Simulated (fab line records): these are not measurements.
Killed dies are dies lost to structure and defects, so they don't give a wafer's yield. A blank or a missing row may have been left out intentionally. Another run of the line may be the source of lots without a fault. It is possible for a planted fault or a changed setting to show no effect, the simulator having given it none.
One fault through the eyes of 2 desks || flow gf180mcu || each desk holds nothing but its own numbers, with what lay behind them at the end

== FOR THE TOOL OWNER'S DESK: furnace-01 ==
The tool's own readings at GF_DUAL_GATE_OXIDATION_15 (stabilise 600 s, purge 300 s, target thk 7.098 nm): means of the sampled wafers that have a number, for each lot that ran on this tool. If a lot's mean is further than 4 standard deviations from the usual mean, the lot is out of limits and carries the mark OUT (the distance appears in the brackets).
Columns: A = spike-tc-centre-C at GF_DUAL_GATE_OXIDATION_15, usual 850.7 C; B = spike-tc-lower-C at GF_DUAL_GATE_OXIDATION_15, usual 851.2 C; C = spike-tc-upper-C at GF_DUAL_GATE_OXIDATION_15, usual 850.4 C; D = tube-center-temp-C at GF_DUAL_GATE_OXIDATION_15, usual 850 C; E = tube_center_temp_C_max at GF_DUAL_GATE_OXIDATION_15, usual 852.2
{"lot": "L338", "first seen here": "day 8 20:32", "A": 851.2, "B": 851.3, "C": 850.2, "D": 850, "E": 852.2}
{"lot": "L340", "first seen here": "day 9 19:47", "A": 850.4, "B": 851.3, "C": 850.2, "D": 850, "E": 852.0}
{"lot": "L341", "first seen here": "day 9 19:47", "A": 850.9, "B": 852.0, "C": 851.0, "D": 850, "E": 852.4}
{"lot": "L350", "first seen here": "day 12 14:50", "A": 847.6, "B": 848.8, "C": 848.0, "D": "847 (-38) OUT", "E": "849.0 (-9.4) OUT"}
{"lot": "L351", "first seen here": "day 12 16:23", "A": 847.0, "B": 848.0, "C": 846.7, "D": "847 (-38) OUT", "E": "849.3 (-8.6) OUT"}
This desk's finding: out of limits on L350, L351; first on L350, day 12 14:50 (tube-center-temp-C at GF_DUAL_GATE_OXIDATION_15). In limits: L338, L340, L341.

== FROM THE METROLOGY DESK ==
Lot by lot, what the gauges showed, no matter which tool ran the lot: averages of those sampled wafers that carry a number. If a lot's mean is further than 4 standard deviations from the usual mean, the lot is out of limits and carries the mark OUT (the distance appears in the brackets).
Columns: A = cd-nm at GF_POLY_GATE_CD_MEAS_18, usual 280.7 nm
{"lot": "L336", "first seen here": "day 9 05:45", "A": 283.4}
{"lot": "L337", "first seen here": "day 9 20:27", "A": 281.3}
{"lot": "L338", "first seen here": "day 9 20:29", "A": 282.8}
{"lot": "L339", "first seen here": "day 10 00:08", "A": 280.9}
{"lot": "L341", "first seen here": "day 10 17:50", "A": 281.5}
{"lot": "L340", "first seen here": "day 10 19:05", "A": 280.5}
{"lot": "L342", "first seen here": "day 11 09:20", "A": 280.3}
{"lot": "L343", "first seen here": "day 11 09:23", "A": 277.1}
{"lot": "L350", "first seen here": "day 13 17:52", "A": 280.8}
{"lot": "L351", "first seen here": "day 13 17:52", "A": 280.7}
{"lot": "L356", "first seen here": "day 15 14:32", "A": 277.9}
{"lot": "L358", "first seen here": "day 16 01:03", "A": 279.9}
This desk's verdict: no lot among the 12 shows anything out of limits.

== PUT TOGETHER ==
An alarm could have come from the tool owner's desk at day 12 14:50, on L350, L351.
At the metrology desk, nothing out of limits was observed.
The metrology desk has L350, L351 on record, within its limits.
The lots listed all ran GF_DUAL_GATE_OXIDATION_15 on furnace-01.

== WHAT THE SIMULATOR HAD PUT IN ==
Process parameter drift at GF_DUAL_GATE_OXIDATION_15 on furnace-01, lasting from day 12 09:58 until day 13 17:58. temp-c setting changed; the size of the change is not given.
Struck lots among those shown: L350, L351.
Delay in hours, fault start to first out-of-limits reading, by desk: the tool owner's desk at 5.
